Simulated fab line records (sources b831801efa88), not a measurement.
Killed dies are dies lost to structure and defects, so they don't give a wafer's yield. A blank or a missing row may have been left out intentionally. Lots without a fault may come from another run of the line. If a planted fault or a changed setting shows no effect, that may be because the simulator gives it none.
Lot-split experiment + flow gf180mcu + route with 602 steps; 5 lots, 23 wafers read

THE SPLIT
At GF_SAB_CVD_00 (deposits SiO2 from TEOS, target thk 50 nm, time 4.9302 s), the setting time-s was moved away from the recipe's 4.9302 s on 5 of the 23 wafers read, by +5.0% to +7.3%. The other wafers ran this setting at the recipe's value.

The file shows no step between the split and the reading.

THE READING
Values of SAB_CVD_00_THK in nm from GF_SAB_THK_MEAS_01. On this fab line, fault-free wafers typically give 49.9 nm with a standard deviation of 0.66 nm.

| wafer  | tool, chamber at the split | time-s as run, s | against the recipe | SAB_CVD_00_THK, nm | against lot-mates on the recipe |
|--------|----------------------------|------------------|--------------------|--------------------|---------------------------------|
| L074.1 | pecvd-03, 2                | 4.9302           | recipe             | 49.3               | -                               |
| L074.2 | pecvd-03, 0                | 4.9302           | recipe             | 49.4               | -                               |
| L074.3 | pecvd-03, 1                | 4.9302           | recipe             | 49.6               | -                               |
| L074.5 | pecvd-03, 1                | 4.9302           | recipe             | 50.3               | -                               |
| L074.6 | pecvd-03, 0                | 4.9302           | recipe             | 50.2               | -                               |
| L075.2 | pecvd-03, 1                | 4.9302           | recipe             | 49.1               | -                               |
| L075.4 | pecvd-03, 1                | 4.9302           | recipe             | 49.9               | -                               |
| L075.5 | pecvd-03, 2                | 4.9302           | recipe             | 50.3               | -                               |
| L082.2 | pecvd-04, 2                | 4.9302           | recipe             | 49.6               | -                               |
| L082.3 | pecvd-04, 1                | 5.288            | +7.3%              | 53.1               | +3.1                            |
| L082.4 | pecvd-04, 1                | 5.288            | +7.3%              | 53.7               | +3.7                            |
| L082.5 | pecvd-04, 2                | 5.288            | +7.3%              | 53.8               | +3.8                            |
| L082.6 | pecvd-04, 0                | 4.9302           | recipe             | 50.5               | -                               |
| L083.1 | pecvd-01, 2                | 4.9302           | recipe             | 49.3               | -                               |
| L083.2 | pecvd-01, 1                | 4.9302           | recipe             | 50.1               | -                               |
| L083.3 | pecvd-01, 0                | 4.9302           | recipe             | 50.1               | -                               |
| L083.4 | pecvd-01, 2                | 4.9302           | recipe             | 50.0               | -                               |
| L083.5 | pecvd-01, 0                | 4.9302           | recipe             | 51.6               | -                               |
| L085.1 | pecvd-01, 1                | 5.177            | +5.0%              | 51.4               | +1.9                            |
| L085.2 | pecvd-01, 2                | 4.9302           | recipe             | 49.3               | -                               |
| L085.3 | pecvd-01, 1                | 4.9302           | recipe             | 49.8               | -                               |
| L085.5 | pecvd-01, 2                | 4.9302           | recipe             | 49.4               | -                               |
| L085.6 | pecvd-01, 1                | 5.177            | +5.0%              | 52.2               | +2.7                            |

THE FIT
A straight line over all 23 wafers: SAB_CVD_00_THK changes by +0.477 nm for each +1% of time-s; r = +0.91; the points scatter about the line by 0.59 nm.
The same after taking each lot's own level away (the mean of its wafers on the recipe; 23 wafers): +0.475 nm for each +1%; r = +0.93; scatter 0.52 nm.
The reading moves by 3.5 nm for the largest change in time-s, on that fit.
Measured against the standard deviation above, the lots' own levels, which go from 49.50 to 50.22 nm, span 1.1 times it.
Consequently the slope shifts little with the lot-to-lot level, the two slopes agreeing.
Check: for one of the wafers moved furthest among these (+7.3%), held out of the fit, the line's prediction against its lot-mates is +3.58 nm. It came out at +3.05 nm against them.

THESE WAFERS: OTHER SPLITS
Other splits were also applied to these wafers ahead of the reading. Each is held against what the fit with the lots' levels taken away leaves over:
| other split on the same wafers | wafers away from the commonest value | r with SAB_CVD_00_THK (lot level and that fit taken away) |
|--------------------------------|--------------------------------------|-----------------------------------------------------------|
| GF_PSD_IMPLANT_09 energy-kev   | 6                                    | +0.03                                                     |

THE WHOLE CHAIN: every reading that the file lists as answering this split, in the file's order
| step               | what it does                                             | reading                                                                    | change (the file's fit)               | r (the file's) |
|--------------------|----------------------------------------------------------|----------------------------------------------------------------------------|---------------------------------------|----------------|
| GF_SAB_CVD_00      | deposits SiO2 from TEOS, target thk 50 nm, time 4.9302 s | SiO2_of_SAB_CVD_00.thk-nm (the simulator's own value, which no gauge read) | +0.469 nm for each +1% of the setting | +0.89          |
| GF_SAB_THK_MEAS_01 |                                                          | SAB_CVD_00_THK                                                             | +0.472 for each +1% of the setting    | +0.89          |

THE FILE'S OWN FIT
SAB_CVD_00_THK changes by +0.472 nm for each +1% of time-s, r = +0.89.
